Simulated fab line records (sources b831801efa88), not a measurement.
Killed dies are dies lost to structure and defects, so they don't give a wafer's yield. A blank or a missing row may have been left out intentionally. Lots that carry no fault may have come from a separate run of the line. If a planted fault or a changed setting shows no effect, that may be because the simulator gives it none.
2 desks, one fault    flow sky130    each desk has only its own numbers; what lay behind them comes last

AT THE TOOL OWNER'S DESK: pecvd-03
The tool's own readings at SKY_PASSIVATION_CVD_02 (deposits Si3N4, target thk 540 nm): means of the sampled wafers that have a number, for each lot that ran on this tool. A lot is out of limits, marked OUT, if its mean lies more than 4 standard deviations from the usual mean; the brackets give that distance.
Columns: A = heater-power-w at SKY_PASSIVATION_CVD_02, usual 779 W
lot   first seen here  A
L299  day 44 05:22     880
L302  day 44 16:28     830
L316  day 48 09:48     850
L317  day 48 20:29     875
L320  day 49 06:39     818
Finding of this desk: none of the 5 lots has anything out of limits.

THE METROLOGY DESK
Means of the sampled wafers that have a number, per lot and without regard to the tool the lot ran on: this is what the gauges read. A lot is out of limits, marked OUT, if its mean lies more than 4 standard deviations from the usual mean; the brackets give that distance.
Columns: A = METAL5_ALCU_THK at SKY_METAL5_THK_MEAS_06, usual 1143 nm; B = PASSIVATION_CVD_02_THK at SKY_PASSIVATION_THK_MEAS_03, usual 539 nm
lot   first seen here  A     B
L299  day 43 05:55     1148  535
L302  day 43 17:23     1157  575 (+4.5) OUT
L303  day 44 02:17     1126  539
L310  day 46 06:16     1145  543
L313  day 47 10:52     1142  548
L315  day 47 14:37     1138  545
L316  day 47 14:48     1160  547
L317  day 48 01:47     1120  533
L319  day 48 03:56     1161  531
L318  day 48 07:26     1172  551
L321  day 48 10:31     1158  531
L320  day 48 11:52     1153  530
This desk's result: L302 out of limits, first on L302 (PASSIVATION_CVD_02_THK at SKY_PASSIVATION_THK_MEAS_03), day 44 16:41. L299, L303, L310, L313, L315, L316, L317, L319, L318, L321, L320 stayed within limits.

ALL TOGETHER
An alarm was possible from the metrology desk at day 44 16:41, on L302.
The desk of the tool owner found nothing out of limits.
The tool owner's desk has L302 on record, within its limits.
SKY_PASSIVATION_CVD_02 was run on pecvd-03 by each of the lots named.

WHAT WAS PUT IN BY THE SIMULATOR
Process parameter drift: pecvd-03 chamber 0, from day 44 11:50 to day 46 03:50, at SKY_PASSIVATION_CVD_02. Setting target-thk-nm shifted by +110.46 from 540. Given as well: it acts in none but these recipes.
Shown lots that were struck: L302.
Delay in hours, fault start to first out-of-limits reading, per desk: metrology desk 5.
